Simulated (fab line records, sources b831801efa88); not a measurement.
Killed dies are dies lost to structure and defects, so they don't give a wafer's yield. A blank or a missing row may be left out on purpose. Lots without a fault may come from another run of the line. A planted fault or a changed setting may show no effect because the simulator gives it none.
Which tool did it? | flow gf180mcu | 14 lots, 42 wafers sampled, at 5 steps of a route of 602

WHAT THE GAUGES READ, wafer by wafer
The record holds no reading of a measuring or inspecting step that can be judged against a usual standard deviation.

WHICH TOOL RAN EACH LOT (tool, then ch and the chambers of the sampled wafers, then the start)
lot  | GF_M2_STRIP_17                       | GF_V2_STRIP_18                       | GF_M5_METAL_ETCH_10               | GF_M5_STRIP_11                       | GF_TOP_METAL_SPUTTER_02
L422 | plasma_asher-02 ch 0,1, day 19 01:35 | plasma_asher-02 ch 0,1, day 20 04:31 | rie_metal-01 ch 1, day 26 05:28   | plasma_asher-01 ch 0,1, day 26 05:41 | pvd_sputter-01, day 27 05:56
L423 | plasma_asher-04 ch 0, day 19 12:24   | plasma_asher-01 ch 0,1, day 20 14:28 | rie_metal-02 ch 1, day 26 14:14   | plasma_asher-03 ch 0,1, day 26 14:21 | pvd_sputter-03, day 27 13:11
L424 | plasma_asher-03 ch 0,1, day 19 15:07 | plasma_asher-02 ch 0,1, day 20 17:27 | rie_metal-01 ch 0,1, day 26 18:20 | plasma_asher-03 ch 0,1, day 26 18:27 | pvd_sputter-02, day 27 17:56
L426 | plasma_asher-03 ch 0,1, day 20 15:33 | plasma_asher-01 ch 0,1, day 21 17:25 | rie_metal-02 ch 0,1, day 27 12:54 | plasma_asher-03 ch 0,1, day 27 13:01 | pvd_sputter-03, day 28 12:03
L427 | plasma_asher-02 ch 0,1, day 21 03:03 | plasma_asher-04 ch 0,1, day 22 04:22 | rie_metal-01 ch 0,1, day 27 21:59 | plasma_asher-04 ch 0,1, day 27 22:06 | pvd_sputter-02, day 28 19:37
L429 | plasma_asher-04 ch 0, day 22 02:09   | plasma_asher-02 ch 0,1, day 23 02:52 | rie_metal-01 ch 0,1, day 28 17:44 | plasma_asher-01 ch 0, day 28 17:51   | pvd_sputter-03, day 29 15:56
L434 | plasma_asher-02 ch 0,1, day 23 20:25 | plasma_asher-04 ch 0,1, day 24 19:55 | rie_metal-02 ch 0, day 30 03:00   | plasma_asher-03 ch 0, day 30 03:11   | pvd_sputter-02, day 30 23:36
L436 | plasma_asher-04 ch 0,1, day 24 10:00 | plasma_asher-04 ch 0,1, day 25 08:37 | rie_metal-02 ch 0, day 30 15:05   | plasma_asher-03 ch 0,1, day 30 15:16 | -
L437 | plasma_asher-03 ch 0,1, day 24 14:53 | plasma_asher-01 ch 0,1, day 25 13:28 | rie_metal-02 ch 0, day 30 19:22   | plasma_asher-04 ch 0,1, day 30 19:28 | -
L438 | plasma_asher-04 ch 0,1, day 24 20:35 | plasma_asher-04 ch 0,1, day 25 19:13 | rie_metal-01 ch 0,1, day 31 00:00 | plasma_asher-04 ch 0,1, day 31 00:07 | pvd_sputter-01, day 31 20:10
L439 | plasma_asher-04 ch 0,1, day 25 03:26 | plasma_asher-02 ch 0,1, day 26 02:00 | rie_metal-01 ch 0,1, day 31 06:48 | plasma_asher-01 ch 0,1, day 31 06:55 | pvd_sputter-01, day 32 03:12
L442 | plasma_asher-04 ch 0,1, day 25 20:45 | plasma_asher-01 ch 1, day 26 19:25   | rie_metal-02 ch 0,1, day 31 22:05 | plasma_asher-01 ch 0,1, day 31 22:14 | pvd_sputter-03, day 32 17:32
L443 | plasma_asher-04 ch 0,1, day 26 05:39 | plasma_asher-02 ch 0,1, day 27 04:16 | rie_metal-01 ch 0, day 32 04:50   | plasma_asher-03 ch 0,1, day 32 05:02 | pvd_sputter-03, day 33 00:35
L444 | plasma_asher-02 ch 0,1, day 26 14:37 | plasma_asher-01 ch 0,1, day 27 12:37 | rie_metal-02 ch 0,1, day 32 10:23 | plasma_asher-03 ch 0,1, day 32 10:32 | pvd_sputter-03, day 33 05:20
- GF_M2_STRIP_17: strips in O2/N2.
- GF_V2_STRIP_18: strips in O2/N2.
- GF_M5_METAL_ETCH_10: etches the open film in Cl2/BCl3, stops on SiO2, target depth 627.5 nm, time 104.6 s.
- GF_M5_STRIP_11: strips in O2/N2.
- GF_TOP_METAL_SPUTTER_02: material AlCu, target thk 900 nm, time 47.82 s.

WHAT THE TOOLS THEMSELVES READ (means of the sampled wafers that have a number; where no wafer has one, the mark that the record gives instead)
GF_M2_STRIP_17. Usual: drypump_motor_current_A 6.0 A, standard deviation 0.36; heater_power_w 332 W, standard deviation 23; o2_flow_sccm 3000 sccm, standard deviation 9.1; oes_product_au 0.556 a.u., standard deviation 0.0048; strip_time_to_endpoint_s 7.86 s, standard deviation 0.045.
lot  | tool            | drypump_motor_current_A (A) | heater_power_w (W) | o2_flow_sccm (sccm) | oes_product_au (a.u.) | strip_time_to_endpoint_s (s) | flag
L422 | plasma_asher-02 | 6.2                         | 347                | 2994                | 0.554                 | 7.82                         |
L423 | plasma_asher-04 | 6.3                         | 351                | 3002                | 0.553                 | 7.82                         |
L424 | plasma_asher-03 | 5.9                         | 311                | 2999                | 0.553                 | 7.85                         |
L426 | plasma_asher-03 | 5.9                         | 307                | 3011                | 0.558                 | 7.84                         |
L427 | plasma_asher-02 | 5.8                         | 328                | 3007                | 0.560                 | 7.78                         |
L429 | plasma_asher-04 | 6.3                         | 358                | 3005                | 0.557                 | 7.87                         |
L434 | plasma_asher-02 | 6.2                         | 346                | 2992                | 0.555                 | 7.82                         |
L436 | plasma_asher-04 | 6.2                         | 349                | 2997                | 0.556                 | 7.90                         |
L437 | plasma_asher-03 | 5.8                         | 310                | 3001                | 0.555                 | 7.86                         |
L438 | plasma_asher-04 | 6.0                         | 339                | 3002                | 0.556                 | 7.87                         |
L439 | plasma_asher-04 | 6.1                         | 344                | 2995                | 0.553                 | 7.86                         |
L442 | plasma_asher-04 | 6.2                         | 345                | 3002                | 0.556                 | 7.85                         |
L443 | plasma_asher-04 | 6.2                         | 350                | 3002                | 0.558                 | 7.90                         |
L444 | plasma_asher-02 | 6.2                         | 346                | 3003                | 0.557                 | 7.88                         |

GF_V2_STRIP_18. Usual: drypump_motor_current_A 5.7 A, standard deviation 0.52; heater_power_w 337 W, standard deviation 20; o2_flow_sccm 3000 sccm, standard deviation 9.9; oes_product_au 0.594 a.u., standard deviation 0.0049.
lot  | tool            | drypump_motor_current_A (A) | heater_power_w (W) | o2_flow_sccm (sccm) | oes_product_au (a.u.) | flag
L422 | plasma_asher-02 | 5.9                         | 327                | 3011                | 0.594                 |
L423 | plasma_asher-01 | 5.2                         | 337                | 3001                | 0.596                 |
L424 | plasma_asher-02 | 6.2                         | 342                | 2992                | 0.593                 |
L426 | plasma_asher-01 | 5.4                         | 321                | 2998                | 0.595                 |
L427 | plasma_asher-04 | 6.1                         | 339                | 2999                | 0.594                 |
L429 | plasma_asher-02 | 5.9                         | 325                | 2993                | 0.596                 |
L434 | plasma_asher-04 | 6.2                         | 346                | 3010                | 0.596                 |
L436 | plasma_asher-04 | 6.1                         | 340                | 2989                | 0.594                 |
L437 | plasma_asher-01 | 5.2                         | 337                | 3012                | 0.594                 |
L438 | plasma_asher-04 | 6.1                         | 341                | 3001                | 0.590                 |
L439 | plasma_asher-02 | 5.9                         | 324                | 2992                | 0.590                 |
L442 | plasma_asher-01 | 5.0                         | 351                | 3006                | 0.595                 |
L443 | plasma_asher-02 | 6.2                         | 345                | 2997                | 0.594                 |
L444 | plasma_asher-01 | 5.2                         | 339                | 3005                | 0.594                 |

GF_M5_METAL_ETCH_10. Usual: bcl3_flow_sccm 39.99 sccm, standard deviation 0.11; bias_w 140.0 W, standard deviation 0.4; drypump_motor_current_A 6.0 A, standard deviation 0.57; oes_product_au 0.974 a.u., standard deviation 0.0068; throttle_valve_pct 28.249 %, standard deviation 0.01.
lot  | tool         | bcl3_flow_sccm (sccm) | bias_w (W) | drypump_motor_current_A (A) | oes_product_au (a.u.) | throttle_valve_pct (%) | flag
L422 | rie_metal-01 | 40.07                 | 140.5      | 6.3                         | 0.968                 | 28.258                 |
L423 | rie_metal-02 | 39.94                 | 139.9      | 6.1                         | 0.977                 | 28.239                 |
L424 | rie_metal-01 | 39.98                 | 140.0      | 6.5                         | 0.979                 | 28.246                 |
L426 | rie_metal-02 | 39.98                 | 139.8      | 5.5                         | 0.980                 | 28.248                 |
L427 | rie_metal-01 | 39.90                 | 139.9      | 6.4                         | 0.971                 | 28.252                 |
L429 | rie_metal-01 | 39.90                 | 140.2      | 6.5                         | 0.974                 | 28.251                 |
L434 | rie_metal-02 | 39.95                 | 139.7      | 5.2                         | 0.976                 | 28.255                 |
L436 | rie_metal-02 | -                     | -          | -                           | -                     | -                      | OFF
L437 | rie_metal-02 | -                     | -          | -                           | -                     | -                      | OFF
L438 | rie_metal-01 | 40.00                 | 139.8      | 6.4                         | 0.974                 | 28.246                 |
L439 | rie_metal-01 | 40.12                 | 140.3      | 6.5                         | 0.973                 | 28.253                 |
L442 | rie_metal-02 | 40.11                 | 139.9      | 5.8                         | 0.971                 | 28.242                 |
L443 | rie_metal-01 | 39.99                 | 140.2      | 6.6                         | 0.969                 | 28.252                 |
L444 | rie_metal-02 | 39.91                 | 139.9      | 5.5                         | 0.964                 | 28.251                 |

GF_M5_STRIP_11. Usual: drypump_motor_current_A 5.7 A, standard deviation 0.38; heater_power_w 321 W, standard deviation 20; o2_flow_sccm 2999 sccm, standard deviation 8.3; oes_product_au 0.544 a.u., standard deviation 0.005; strip_time_to_endpoint_s 7.54 s, standard deviation 0.052.
lot  | tool            | drypump_motor_current_A (A) | heater_power_w (W) | o2_flow_sccm (sccm) | oes_product_au (a.u.) | strip_time_to_endpoint_s (s) | flag
L422 | plasma_asher-01 | 5.2                         | 340                | 2997                | 0.542                 | 7.48                         |
L423 | plasma_asher-03 | 5.8                         | 310                | 2999                | 0.543                 | 7.54                         |
L424 | plasma_asher-03 | 5.8                         | 308                | 2993                | 0.548                 | 7.49                         |
L426 | plasma_asher-03 | 5.9                         | 309                | 3006                | 0.544                 | 7.50                         |
L427 | plasma_asher-04 | 6.0                         | 349                | 3001                | 0.541                 | 7.51                         |
L429 | plasma_asher-01 | 5.6                         | 307                | 3003                | 0.549                 | 7.55                         |
L434 | plasma_asher-03 | 5.7                         | 315                | 2998                | 0.543                 | 7.50                         |
L436 | plasma_asher-03 | 5.8                         | 310                | 3001                | 0.647                 | 10.01                        | OFF
L437 | plasma_asher-04 | 6.1                         | 350                | 2995                | 0.646                 | 9.96                         | OFF
L438 | plasma_asher-04 | 6.1                         | 339                | 2997                | 0.543                 | 7.54                         |
L439 | plasma_asher-01 | 5.4                         | 322                | 3001                | 0.547                 | 7.57                         |
L442 | plasma_asher-01 | 5.2                         | 339                | 2996                | 0.547                 | 7.58                         |
L443 | plasma_asher-03 | 5.8                         | 304                | 3004                | 0.548                 | 7.57                         |
L444 | plasma_asher-03 | 5.8                         | 312                | 2994                | 0.539                 | 7.51                         |

GF_TOP_METAL_SPUTTER_02. Usual: cathode_dc_power_W 10600 W, standard deviation 1.9; throttle_valve_pct 30.0 %, standard deviation 0.92.
lot  | tool           | cathode_dc_power_W (W) | throttle_valve_pct (%) | flag
L422 | pvd_sputter-01 | 10600                  | 30.3                   |
L423 | pvd_sputter-03 | 10600                  | 29.4                   |
L424 | pvd_sputter-02 | 10601                  | 29.7                   |
L426 | pvd_sputter-03 | 10600                  | 29.1                   |
L427 | pvd_sputter-02 | 10601                  | 29.8                   |
L429 | pvd_sputter-03 | 10600                  | 29.4                   |
L434 | pvd_sputter-02 | 10599                  | 30.6                   |
L438 | pvd_sputter-01 | 10599                  | 30.7                   |
L439 | pvd_sputter-01 | 10599                  | 30.3                   |
L442 | pvd_sputter-03 | 10600                  | 29.6                   |
L443 | pvd_sputter-03 | 10598                  | 29.7                   |
L444 | pvd_sputter-03 | 10600                  | 29.7                   |

THE ANSWER, worked out from the rows above alone
Rule: a lot is off if the mean of its wafers that have a number lies more than 3 standard deviations from the usual mean. A lot without any number at a reading at which 4 lots or more have one is off too. The other lots that the step has rows for count as sound. The gauges are gone through in route order, then the tools' own readings, and for those a lot's mean is taken as printed above. The first step at which some lot is off is used, and at that step the reading that is off furthest; a lot without a number counts as furthest.
Off: L436, L437, at GF_M5_METAL_ETCH_10 (bcl3_flow_sccm). Without a number there: L436, L437.
A tool fits if, at that step or a process step before it, it ran every lot that is off, and no sound lot after the first of them. None of those tried fits.

WHAT THE SIMULATOR HAD PUT IN
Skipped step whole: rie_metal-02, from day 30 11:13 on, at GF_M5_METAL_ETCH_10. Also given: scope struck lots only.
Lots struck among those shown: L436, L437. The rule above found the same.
